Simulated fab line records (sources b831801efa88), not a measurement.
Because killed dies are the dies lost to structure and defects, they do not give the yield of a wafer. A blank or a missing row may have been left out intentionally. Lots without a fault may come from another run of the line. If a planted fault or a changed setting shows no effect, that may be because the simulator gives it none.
2 desks looking at one fault / flow gf180mcu / numbers are kept per desk, each desk with only its own; the story behind them comes last

THE METROLOGY DESK
What the gauges read for every lot (on any tool): the sampled wafers with a number, averaged. If a lot's mean is further than 4 standard deviations from the usual mean, the lot is out of limits and carries the mark OUT (the distance appears in the brackets).
Columns: A = V2_W_RS at GF_V2_RS_MEAS_24, usual 0.328 ohm/sq; B = V2_W_THK at GF_V2_THK_MEAS_25, usual 342 nm
lot=L634; first seen here=day 23 17:14; A=0.328; B=344
lot=L635; first seen here=day 23 23:37; A=0.325; B=344
lot=L639; first seen here=day 25 10:11; A=0.331; B=344
lot=L645; first seen here=day 27 05:33; A=0.325; B=345
lot=L647; first seen here=day 27 16:59; A=0.327; B=342
Result from this desk: across the 5 lots, nothing is out of limits.

AT THE TOOL OWNER'S DESK: pvd sputter-01
At GF_M3_SPUTTER_01 (material TiN, target thk 30 nm, time 25 s) the tool's own readings: per lot run on this tool, the mean of the sampled wafers that have a number. If a lot's mean is further than 4 standard deviations from the usual mean, the lot is out of limits and carries the mark OUT (the distance appears in the brackets).
Columns: A = throttle valve pct at GF_M3_SPUTTER_01, usual 30.2 %
lot=L634; first seen here=day 23 17:48; A=30.2
lot=L639; first seen here=day 25 10:46; A=30.2
Result from this desk: across the 2 lots, nothing is out of limits.

BROUGHT TOGETHER
Nothing out of limits was seen by the metrology desk.
The tool owner's desk saw nothing out of limits.

WHAT THE SIMULATOR PUT IN
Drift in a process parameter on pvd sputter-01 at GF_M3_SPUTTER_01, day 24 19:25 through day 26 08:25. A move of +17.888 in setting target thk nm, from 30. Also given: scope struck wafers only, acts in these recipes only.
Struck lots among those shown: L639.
